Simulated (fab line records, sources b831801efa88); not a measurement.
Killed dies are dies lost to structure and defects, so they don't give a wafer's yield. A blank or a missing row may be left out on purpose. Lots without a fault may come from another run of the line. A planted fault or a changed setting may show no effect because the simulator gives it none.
Which tool did it? | flow gf180mcu | 7 lots, 21 wafers sampled, at 2 steps of a route of 602

WHAT THE GAUGES READ, wafer by wafer
GF_V2_OVL_MEAS_15.
lot  | measured     | on         | V2_OVL (nm)
L386 | day 20 16:22 | overlay-01 | 1 3 9
L388 | day 21 02:25 | overlay-01 | 3 -3 -12
L393 | day 23 05:37 | overlay-02 | 10 7 3
L397 | day 24 14:13 | overlay-02 | 8 2 4
L400 | day 25 19:40 | overlay-02 | 4 1 -5
L403 | day 26 11:58 | overlay-02 | -2 -3 7
L408 | day 28 04:08 | overlay-01 | -8 -7 1

WHICH TOOL RAN EACH LOT (tool, then ch and the chambers of the sampled wafers, then the start)
lot  | GF_VT_IMPLANT_STRIP_20
L386 | plasma_asher-02 ch 0, day 6 12:38
L388 | plasma_asher-01 ch 0,1, day 6 22:50
L393 | plasma_asher-01 ch 0,1, day 8 09:09
L397 | plasma_asher-01 ch 0,1, day 9 09:38
L400 | plasma_asher-04 ch 0,1, day 10 05:44
L403 | plasma_asher-04 ch 0,1, day 10 23:56
L408 | plasma_asher-04 ch 0,1, day 12 12:26
- GF_VT_IMPLANT_STRIP_20: strips in O2/N2.

THE ANSWER, worked out from the rows above alone
Rule: what is usual is taken from the lots themselves. Put in order of their means at a reading, lots are off if they are a third of the lots or fewer, leave a main group of 4 or more, and stand apart from it by a gap of 3 or more times the standard deviation of the main group's means; of several such gaps the widest counts. A main group whose means are all the same, to the digits that the tables above print for the reading, isn't used. A lot without any number at a reading at which 4 lots or more have one is off too. The other lots that the step has rows for count as sound.
No lot is off at any reading shown: from this, nothing can be told.

WHAT THE SIMULATOR HAD PUT IN
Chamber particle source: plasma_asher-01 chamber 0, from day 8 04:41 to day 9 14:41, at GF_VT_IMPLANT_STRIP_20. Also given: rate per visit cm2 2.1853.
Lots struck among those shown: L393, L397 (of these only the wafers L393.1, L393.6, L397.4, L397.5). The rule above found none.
